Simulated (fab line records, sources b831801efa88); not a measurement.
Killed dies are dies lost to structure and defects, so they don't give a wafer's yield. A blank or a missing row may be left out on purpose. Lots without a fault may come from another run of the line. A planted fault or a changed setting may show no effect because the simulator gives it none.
Which tool did it? | flow sky130 | 12 lots, 36 wafers sampled, at 2 steps of a route of 708

WHAT THE GAUGES READ, wafer by wafer
SKY_VIA2_CD_MEAS_12: target cd 200 nm. Usual: cd_nm 200.0 nm, standard deviation 1.5.
lot  | measured     | on        | cd_nm (nm)        | flag
L263 | day 36 22:26 | cd_sem-02 | 199.3 199.5 200.0 |
L264 | day 37 15:16 | cd_sem-02 | 199.9 199.6 198.2 |
L265 | day 37 21:52 | cd_sem-02 | 200.6 201.4 203.0 |
L266 | day 37 23:12 | cd_sem-02 | 199.0 199.5 199.0 |
L268 | day 38 15:08 | cd_sem-02 | 198.9 197.6 197.3 |
L269 | day 38 17:41 | cd_sem-01 | 198.5 200.3 201.1 |
L270 | day 39 15:54 | cd_sem-01 | 200.5 199.2 200.5 |
L271 | day 39 14:29 | cd_sem-01 | 199.9 199.8 201.2 |
L272 | day 39 21:28 | cd_sem-01 | 199.9 198.1 199.8 |
L279 | day 41 17:11 | cd_sem-01 | 199.0 198.7 200.1 |
L280 | day 41 21:07 | cd_sem-01 | 200.7 200.0 200.1 |
L284 | day 43 07:40 | cd_sem-01 | 197.0 198.4 197.6 |

WHICH TOOL RAN EACH LOT (tool, then ch and the chambers of the sampled wafers, then the start)
lot  | SKY_FIELD_ISO_ETCH_15
L263 | rie_diel-03 ch 0,3, day 2 12:14
L264 | rie_diel-03 ch 2,3, day 2 16:46
L265 | rie_diel-03 ch 1,2,3, day 2 20:44
L266 | rie_diel-02 ch 0,3, day 3 02:17
L268 | rie_diel-02 ch 0,2,3, day 3 12:26
L269 | rie_diel-03 ch 0,2,3, day 3 16:31
L270 | rie_diel-01 ch 2,3, day 4 00:56
L271 | rie_diel-02 ch 0,3, day 4 03:58
L272 | rie_diel-03 ch 0,1,2, day 4 08:40
L279 | rie_diel-03 ch 1,2, day 5 21:16
L280 | rie_diel-03 ch 0,2,3, day 6 03:55
L284 | rie_diel-01 ch 0,1,2, day 6 23:41
- SKY_FIELD_ISO_ETCH_15: etches the open film in CHF3/O2, stops on Si, target depth 180 nm, time 72 s.

WHAT THE TOOLS THEMSELVES READ (means of the sampled wafers that have a number; where no wafer has one, the mark that the record gives instead)
SKY_FIELD_ISO_ETCH_15. Usual: chf3_flow_sccm 49.99 sccm, standard deviation 0.15; drypump_motor_current_A 5.6 A, standard deviation 0.51; oes_product_au 0.948 a.u., standard deviation 0.0065; throttle_valve_pct 8.846 %, standard deviation 0.0091.
lot  | tool        | chf3_flow_sccm (sccm) | drypump_motor_current_A (A) | oes_product_au (a.u.) | throttle_valve_pct (%) | flag
L263 | rie_diel-03 | 50.13                 | 5.3                         | 0.940                 | 8.845                  |
L264 | rie_diel-03 | 50.01                 | 5.8                         | 0.946                 | 8.850                  |
L265 | rie_diel-03 | 50.03                 | 5.8                         | 0.943                 | 8.834                  |
L266 | rie_diel-02 | 50.00                 | 4.9                         | 0.951                 | 8.852                  |
L268 | rie_diel-02 | 50.01                 | 5.1                         | 0.955                 | 8.841                  |
L269 | rie_diel-03 | 49.86                 | 5.6                         | 0.947                 | 8.842                  |
L270 | rie_diel-01 | 50.11                 | 6.1                         | 0.952                 | 8.851                  |
L271 | rie_diel-02 | 49.97                 | 4.9                         | 0.956                 | 8.849                  |
L272 | rie_diel-03 | 50.14                 | 5.4                         | 0.951                 | 8.842                  |
L279 | rie_diel-03 | 49.90                 | 5.6                         | 0.947                 | 8.844                  |
L280 | rie_diel-03 | 49.96                 | 5.6                         | 0.944                 | 8.839                  |
L284 | rie_diel-01 | 49.90                 | 5.4                         | 0.949                 | 8.840                  |

THE ANSWER, worked out from the rows above alone
Rule: a lot is off if the mean of its wafers that have a number lies more than 3 standard deviations from the usual mean. A lot without any number at a reading at which 4 lots or more have one is off too. The other lots that the step has rows for count as sound. The gauges are gone through in route order, then the tools' own readings, and for those a lot's mean is taken as printed above. The first step at which some lot is off is used, and at that step the reading that is off furthest; a lot without a number counts as furthest.
No lot is off at any reading shown: from this, nothing can be told.

WHAT THE SIMULATOR HAD PUT IN
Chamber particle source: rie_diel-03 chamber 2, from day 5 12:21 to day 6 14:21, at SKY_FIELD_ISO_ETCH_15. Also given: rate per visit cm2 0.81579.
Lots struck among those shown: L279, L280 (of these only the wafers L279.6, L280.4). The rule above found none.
